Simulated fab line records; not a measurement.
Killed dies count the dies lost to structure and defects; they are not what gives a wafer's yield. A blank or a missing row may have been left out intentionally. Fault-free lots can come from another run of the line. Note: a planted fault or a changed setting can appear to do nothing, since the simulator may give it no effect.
Problem report in the 8D (eight disciplines) form, filled by code	flow sky130	the parts of the form that need people (team, actions taken, sign-off) are left out

== 1. WHAT WENT WRONG ==
Wafers without a fault read 21.00 C, standard deviation 0.12; developer-temp-C at SKY_METAL3_DEVELOP_12 reads a mean of 21.89 C on 9 wafers belonging to 3 lots. That puts it +7.4 standard deviations away from the usual mean.
The step: develop time 60 s.
Earliest sighting: wafer L826.2 on litho-track-03 at day 41 12:00. Wafers with a number at this step in the record: 45, from 15 lots. The rule behind "out" and "out of limits": a value lying over 4 standard deviations away from the usual mean. Any other wafer with a number is counted as sound.

== 2. WHAT IT IS; WHAT IT IS NOT ==
question	is	is not
which readings at this step	developer-temp-C	-
which lots	L826, L827, L829	L816, L817, L818, L819, L820, L825, L831, L834, L835, L836, L838, L839
which wafers of those lots	all that have a number	-
read on which tools	litho-track-03	litho-track-02, litho-track-04
when	from day 41 12:00	up to then (18 sound wafers); but 18 sound wafers of L831, L834, L835, L836, L838, L839 came after

== 3. WHAT RULES OUT EACH SUSPECT ==
Counting: any tool at a process step up to the reading is kept as a suspect provided that every lot that is out went through it and no sound lot did after the first of them.
- litho-track-03 at SKY_METAL3_DEVELOP_12 (develop time 60 s): ruled out as a lasting fault. Sound lots L838, L839 ran on it after its first lot that is out, L826 (day 41 12:00).
Left after counting: nothing in the record.

== 4. THE CAUSE (what the simulator had put in) ==
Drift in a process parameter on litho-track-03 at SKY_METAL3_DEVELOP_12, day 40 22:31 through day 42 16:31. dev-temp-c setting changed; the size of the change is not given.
Counting ruled it out, wrongly.

== 5. SEQUENCE OF EFFECTS, ordered by route ==
Rows list readings where the struck wafers' mean (over those with a number) sits beyond 3 standard deviations from the usual. Scope: only readings with a usual standard deviation given in the record; hours: median across lots of the time from each lot's start at the first step in this table that gives one to its start at this step; sigmas: change in usual standard deviations.
hours	step	reading	usual	on struck wafers	change	sigmas
0	SKY_METAL3_DEVELOP_12	developer-temp-C	21.00 C	21.89	+0.89	+7.4
Its process steps:
- SKY_METAL3_DEVELOP_12: develop time 60 s.

== 6. HOW IT WOULD HAVE BEEN CAUGHT EARLIER ==
First out-of-limits reading in this record: day 41 12:00, which is 13 hours after fault onset at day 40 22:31.
